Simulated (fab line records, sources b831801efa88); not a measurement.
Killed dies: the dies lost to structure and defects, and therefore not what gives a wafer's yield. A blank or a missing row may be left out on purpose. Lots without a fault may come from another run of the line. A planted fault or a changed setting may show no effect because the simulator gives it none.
The same fault as seen by 2 desks | flow gf180mcu | what lay behind the numbers comes last; until then each desk has only its own

== AT THE TOOL OWNER'S DESK: plasma-asher-03 ==
The tool's own readings at GF_VT_IMPLANT_STRIP_31 (strips in O2/N2): means of the sampled wafers that have a number, for each lot that ran on this tool. The brackets show how far a lot's mean lies from the usual mean; more than 4 standard deviations puts the lot out of limits, marked OUT.
Columns: A = drypump-motor-current-A at GF_VT_IMPLANT_STRIP_31, usual 5.7 A; B = heater-power-w at GF_VT_IMPLANT_STRIP_31, usual 333 W; C = n2-flow-sccm at GF_VT_IMPLANT_STRIP_31, usual 300.0 sccm; D = oes-product-au at GF_VT_IMPLANT_STRIP_31, usual 0.716 a.u.; E = platen-temp-c at GF_VT_IMPLANT_STRIP_31, usual 249.98 C; F = strip-time-to-endpoint-s at GF_VT_IMPLANT_STRIP_31, usual 12.63 s
lot  | first seen here | A   | B   | C     | D     | E      | F
L253 | day 6 19:44     | 6.0 | 324 | 299.6 | 0.717 | 250.01 | 12.61
L255 | day 7 08:23     | 5.8 | 307 | 300.2 | 0.716 | 249.92 | 12.60
L257 | day 7 20:37     | 5.8 | 305 | 299.5 | 0.715 | 249.97 | 12.65
L261 | day 8 21:13     | 6.1 | 319 | 300.4 | 0.717 | 249.90 | 12.59
L262 | day 9 09:02     | 5.5 | 284 | 300.4 | 0.721 | 250.09 | 12.60
L273 | day 12 07:11    | 6.1 | 322 | 300.5 | 0.713 | 249.85 | 12.63
L276 | day 13 11:46    | 5.8 | 305 | 300.5 | 0.715 | 249.94 | 12.64
Result from this desk: across the 7 lots, nothing is out of limits.

== AT THE METROLOGY DESK ==
What the gauges read for every lot (on any tool): the sampled wafers with a number, averaged. The brackets show how far a lot's mean lies from the usual mean; more than 4 standard deviations puts the lot out of limits, marked OUT.
Columns: A = V5_CVD_00_THK at GF_V5_THK_MEAS_01, usual 308 nm; B = V5_OVL at GF_V5_OVL_MEAS_15, usual 0 nm
lot  | first seen here | A   | B
L253 | day 26 06:19    | 309 | 6
L255 | day 26 19:53    | 309 | -1
L257 | day 27 12:07    | 308 | -8
L261 | day 28 16:14    | 310 | -2
L262 | day 29 03:03    | 304 | 3
L267 | day 30 15:02    | 309 | 1
L269 | day 31 06:01    | 307 | 5
L271 | day 31 12:49    | 302 | 3
L272 | day 31 19:49    | 306 | -10
L273 | day 32 02:29    | 308 | 4
L274 | day 32 15:23    | 310 | 3
L275 | day 32 16:20    | 307 | 2
L276 | day 33 01:38    | 307 | 7
Result from this desk: across the 13 lots, nothing is out of limits.

== ALL TOGETHER ==
The desk of the tool owner found nothing out of limits.
Nothing out of limits was seen by the metrology desk.

== WHAT THE SIMULATOR HAD INSERTED ==
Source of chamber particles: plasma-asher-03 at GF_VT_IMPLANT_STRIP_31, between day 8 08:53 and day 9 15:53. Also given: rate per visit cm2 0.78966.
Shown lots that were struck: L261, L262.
